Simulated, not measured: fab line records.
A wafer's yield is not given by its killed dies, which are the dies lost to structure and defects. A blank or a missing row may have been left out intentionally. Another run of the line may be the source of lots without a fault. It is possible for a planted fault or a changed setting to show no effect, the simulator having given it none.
Matching of chambers	flow gf180mcu	GF_CONTACT_CVD_02 on pecvd-02 has 3 sister chambers
The step deposits SiO2 from TEOS, target thk 860 nm, time 95.992 s. 6 wafers are shown with their chamber, then 7 later ones without.

## WAFERS PAIRED WITH THEIR CHAMBERS
wafer	chamber	heaterPowerW (W)
L079.4	1	537
L080.3	0	743
L081.4	0	719
L081.5	1	539
L082.1	2	670
L082.4	2	756

## WAFERS WITHOUT THEIR CHAMBER
wafer	heaterPowerW (W)
L082.6	502
L085.2	493
L085.4	725
L085.6	668
L095.1	494
L095.3	772
L095.6	758

## THE CHAMBER EACH PASSED THROUGH
wafer	from the rows above	in truth
L082.6	1	1
L085.2	1	1
L085.4	can't be placed: 0 or 2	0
L085.6	can't be placed: 2 or 0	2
L095.1	1	1
L095.3	can't be placed: 0 or 2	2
L095.6	can't be placed: 0 or 2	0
3 of 7 placed correctly. Cannot be placed on the basis of these rows: 4; the candidates contain the true chamber in 4. Placed wrongly: 0.
How it was worked out, from the rows above alone: a wafer's distance from a chamber is the root of the sum, over the readings, of the square of ((its reading less the chamber's mean) divided by the reading's scatter). If the next closest chamber is less than 2 further off than the closest, the wafer can't be placed; otherwise it belongs to the closest. The mean given for a chamber averages the wafers shown for that chamber. The scatter: the root of (the sum of the squares of (reading less its chamber's mean) over the shown wafers, divided by (wafers less chambers)).
